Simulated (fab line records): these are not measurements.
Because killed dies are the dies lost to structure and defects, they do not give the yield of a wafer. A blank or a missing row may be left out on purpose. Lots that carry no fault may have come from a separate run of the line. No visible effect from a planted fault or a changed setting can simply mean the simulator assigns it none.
8D (eight disciplines) problem report, filled in by code    flow sfq line    the parts of the form that need people (team, actions taken, sign-off) are left out

## 1. THE ISSUE
At SFQ_TRILAYER_L0_ETCH_METAL_ETCH_008, rf fwd power W averages 497.5 W over 3 wafers from 2 lots, while fault-free wafers read 592.8 W, standard deviation 2.5. That puts it -38 standard deviations away from the usual mean.
The step: etches MoNx KI in SF6/O2, stops on SiO2, target depth 50 nm, time 25 s.
First observed at day 7 22:11: wafer L284.4, on rie metal-04. The record holds 42 wafers of 14 lots with a number at this step. By rule, "out" or "out of limits" means more than 4 standard deviations away from the usual mean. Any other wafer with a number is counted as sound.

## 2. WHAT IT IS, AND WHAT IT ISN'T
question                     is                      is not
which readings at this step  rf fwd power W          bias w, drypump motor current A
which lots                   L284, L285              L270, L271, L272, L273, L274, L277, L282, L286, L287, L288, L290, L292
which wafers of those lots   L284.4, L285.2, L285.4  L284.1, L284.3, L285.6
read on which tools          rie metal-04            rie metal-02, rie metal-03
when                         from day 7 22:11        up to then (23 sound wafers); but 16 sound wafers of L285, L286, L287, L288, L290, L292 came after

## 3. WHAT RULES OUT EACH SUSPECT
Counting: any tool at a process step up to the reading remains a suspect provided it ran every lot that is out. Sound lots after the first of them don't rule it out here, since some wafers of a struck lot are sound.
- rie metal-04 at SFQ_TRILAYER_L0_ETCH_METAL_ETCH_008 (etches MoNx KI in SF6/O2, stops on SiO2, target depth 50 nm, time 25 s): kept. Every lot that is out went through it, the first being L284 (day 7 22:11); the last sound lot it ran before that was L274 (day 5 22:09). Its own readings are out on those wafers: rf fwd power W.
- Within rie metal-04 at SFQ_TRILAYER_L0_ETCH_METAL_ETCH_008, the wafers that are out were processed in chamber 0 and their sound lot-mates in chamber 1.
Left after counting: rie metal-04 at SFQ_TRILAYER_L0_ETCH_METAL_ETCH_008.

## 4. THE CAUSE (what the simulator had put in)
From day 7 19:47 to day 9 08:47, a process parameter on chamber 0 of rie metal-04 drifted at SFQ_TRILAYER_L0_ETCH_METAL_ETCH_008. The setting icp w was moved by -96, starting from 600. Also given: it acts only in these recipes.
Only this tool survived the counting.

## 5. THE CHAIN OF EFFECTS, in route order
One row per reading whose mean, taken over the struck wafers that have a number, lies over 3 standard deviations from the usual. Scope: only readings with a usual standard deviation given in the record; hours: median across lots of the time from each lot's start at the first step in this table that gives one to its start at this step; sigmas: change in usual standard deviations.
hours  step                                 reading         usual    on struck wafers  change  sigmas
0      SFQ_TRILAYER_L0_ETCH_METAL_ETCH_008  rf fwd power W  592.8 W  497.5             -95.3   -38
The process steps in it:
- SFQ_TRILAYER_L0_ETCH_METAL_ETCH_008: etches MoNx KI in SF6/O2, stops on SiO2, target depth 50 nm, time 25 s.

## 6. WHAT WOULD HAVE CAUGHT IT SOONER
In this record no reading fell out of limits until day 7 22:11, 2 hours after the fault had begun at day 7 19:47.
